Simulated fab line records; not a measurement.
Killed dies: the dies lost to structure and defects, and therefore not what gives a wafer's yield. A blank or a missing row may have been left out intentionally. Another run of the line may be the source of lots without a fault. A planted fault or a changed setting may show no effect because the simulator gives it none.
Comparing a struck lot with a sound one	flow sfq_line	14 out of 325 route steps
Sound: these wafers, L541.2, L541.3, L541.4. Struck: wafer L559.3. (L559.4 of the same lot was not struck and is left out.) The cause comes at the end.
At each step with rows: each side's tool, then ch and its chambers, then its first start. Under that, the readings that differ: sound wafers	struck wafers	difference of the means	sigmas: that difference in standard deviations of wafers without a fault.
alike: a reading whose means differ by less than 2 such deviations, as well as words and numbers matching on both sides. not compared: withheld readings; readings where some wafer has no value; bounds like >300 that might hide an equal value; numbers whose values overlap and for which the record gives no deviation.
Wherever a step has rows on one side only, a row that says differs or no value, or a row with sigmas, the two part there. Numbers that don't overlap but have no deviation are shown without sigmas and don't part them. A reading that every wafer of one side lacks parts them only if that side has two wafers or more.

first, 6 steps without rows for these wafers: SFQ_TRILAYER_M0_LITHO_COAT_026 (resist thk 62 nm); SFQ_TRILAYER_M0_LITHO_COAT_021 (resist thk 600 nm); SFQ_TRILAYER_M0_LITHO_SOFTBAKE_025; SFQ_TRILAYER_M0_LITHO_EXPOSE_022 (exposes mask M0, target cd 500 nm); SFQ_TRILAYER_M0_LITHO_PEB_024 (peb time 60 s); SFQ_TRILAYER_M0_LITHO_DEVELOP_023 (time 60 s).
SFQ_M0_OVL_MEAS_906:
  struck on overlay-01, day 11 19:32; sound on overlay-01, day 7 08:09
  alike: M0_OVL
SFQ_TRILAYER_M0_BARC_OPEN_METAL_ETCH_031: etches BARC in O2, target depth 125 nm, time 41.7 s.
  sound on rie_metal-04 ch 0,1, day 7 08:11; struck on rie_metal-01 ch 1, day 11 19:34
  alike: bias_w, drypump_motor_current_A, oes_product_au
  not compared: rf_hours_counter_h
SFQ_TRILAYER_M0_ETCH_METAL_ETCH_024: etches Nb in Cl2/Ar, stops on SiO2, target depth 240 nm, time 120 s.
  sound on rie_metal-04 ch 0,1, day 7 08:14; struck on rie_metal-01 ch 1, day 11 19:39
  alike: bias_w, drypump_motor_current_A, oes_product_au
  not compared: rf_hours_counter_h
SFQ_TRILAYER_M0_STRIP_STRIP_025: strips in O2.
  sound on rie_metal-04 ch 0,1, day 7 08:22; struck on rie_metal-01 ch 1, day 11 19:56
reading	sound	struck	difference	sigmas
oes_product_au (a.u.)	1.004 1.024 1.015	0.984	-0.030	-3
  alike: drypump_motor_current_A
  not compared: rf_hours_counter_h
then, 1 step without rows for these wafers: SFQ_TRILAYER_M0_STRIP_SOLV_CLEAN_026 (cleans in NMP, time 600 s).
SFQ_TRILAYER_I0_DEP_PECVD_027: deposits SiO2 from SiH4/N2O, time 111.11 s, target thk 500 nm.
  sound on pecvd-04 ch 0,2, day 7 09:08; struck on pecvd-04 ch 0, day 11 20:31
reading	sound	struck	difference	sigmas
run_length_s (s)	138.4 138.4 139.2	154.4	+15.7	+24
model.SiO2_of_TRILAYER_I0_DEP_PECVD_027.thk_nm (nm)	491.7 494.6 501.4	568	+72	
  alike: heater_power_w, throttle_valve_pct
SFQ_TRILAYER_I0_CMP_CMP_028: polishes SiO2.
  sound on cmp-01 ch 0,1,3, day 7 09:55; struck on cmp-01 ch 1, day 12 02:33
reading	sound	struck	difference	sigmas
time_to_endpoint_s (s)	200 217 206	256	+48	+5
  alike: motor_current_A
SFQ_I0_BOW_MEAS_907:
  struck on film_metro-03, day 12 05:05; sound on film_metro-03, day 7 12:56
  alike: I0_BOW

## WHERE THEY PART
At SFQ_TRILAYER_M0_STRIP_STRIP_025 first; at SFQ_TRILAYER_I0_CMP_CMP_028 last (within this record only). Later steps at which nothing parts them and some readings are alike: SFQ_I0_BOW_MEAS_907.

WHY: whatever the simulator had introduced
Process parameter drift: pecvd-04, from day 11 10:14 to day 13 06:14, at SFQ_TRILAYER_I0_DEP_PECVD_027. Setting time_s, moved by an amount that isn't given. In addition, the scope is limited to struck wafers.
